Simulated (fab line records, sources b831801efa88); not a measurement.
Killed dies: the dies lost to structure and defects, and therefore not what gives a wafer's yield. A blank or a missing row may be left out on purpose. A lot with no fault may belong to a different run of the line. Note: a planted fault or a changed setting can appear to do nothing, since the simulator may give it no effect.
2 desks, one fault	flow gf180mcu	what lay behind the numbers comes last; until then each desk has only its own

AT THE METROLOGY DESK
Lot by lot, what the gauges showed, no matter which tool ran the lot: averages of those sampled wafers that carry a number. The brackets show how far a lot's mean lies from the usual mean; more than 4 standard deviations puts the lot out of limits, marked OUT.
Columns: A = cd-nm at GF_V3_CD_MEAS_14, usual 260.4 nm; B = V3_W_RS at GF_V3_RS_MEAS_24, usual 0.328 ohm/sq; C = V3_W_THK at GF_V3_THK_MEAS_25, usual 348 nm
lot	first seen here	A	B	C
L458	day 22 20:11	260.9	0.328	353
L460	day 23 18:02	260.9	0.326	350
L465	day 25 03:34	259.7	0.304 (-7.2) OUT	380 (+7.0) OUT
L466	day 25 12:23	259.3	0.303 (-7.6) OUT	380 (+6.9) OUT
L472	day 27 10:44	260.4	0.328	343
L474	day 28 06:25	259.3	0.332	346
L475	day 28 09:59	259.9	0.328	347
L476	day 28 16:51	260.4	0.330	349
L478	day 29 05:38	260.5	0.331	341
L479	day 29 17:37	261.1	0.329	344
L480	day 29 21:45	262.3	0.329	343
This desk's finding: out of limits on L465, L466; first on L465, day 25 04:42 (V3_W_RS at GF_V3_RS_MEAS_24). L458, L460, L472, L474, L475, L476, L478, L479, L480 stayed within limits.

TOOL OWNER'S DESK, cvd-w-02
The tool's own readings at GF_V3_CVD_23 (deposits W, target thk 350 nm, time 104.9 s): means of the sampled wafers that have a number, for each lot that ran on this tool. The brackets show how far a lot's mean lies from the usual mean; more than 4 standard deviations puts the lot out of limits, marked OUT.
Columns: A = heater-power-w at GF_V3_CVD_23, usual 918 W; B = susceptor-temp-C at GF_V3_CVD_23, usual 399.99 C
lot	first seen here	A	B
L460	day 23 18:57	956	400.00
L465	day 25 04:35	962	403.56 (+15) OUT
L466	day 25 13:17	997	403.95 (+16) OUT
L475	day 28 10:56	967	399.91
L476	day 28 17:45	991	399.87
L478	day 29 06:32	973	399.95
L479	day 29 18:35	981	400.23
L480	day 29 22:41	973	400.17
This desk finds L465, L466 out of limits, L465 being first, at day 25 04:35 (susceptor-temp-C at GF_V3_CVD_23). L460, L475, L476, L478, L479, L480 stayed within limits.

PUT TOGETHER
At day 25 04:35, on L465, L466, the tool owner's desk was in a position to raise an alarm.
On L465, L466, the metrology desk was in a position to raise an alarm at day 25 04:42.
Every lot named ran GF_V3_CVD_23 on cvd-w-02.

WHAT THE SIMULATOR HAD INSERTED
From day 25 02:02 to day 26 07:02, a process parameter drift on cvd-w-02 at GF_V3_CVD_23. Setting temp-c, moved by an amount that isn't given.
Shown lots that were struck: L465, L466.
Fault start to first reading out of limits, in hours, per desk: tool owner, 3; metrology, 3.
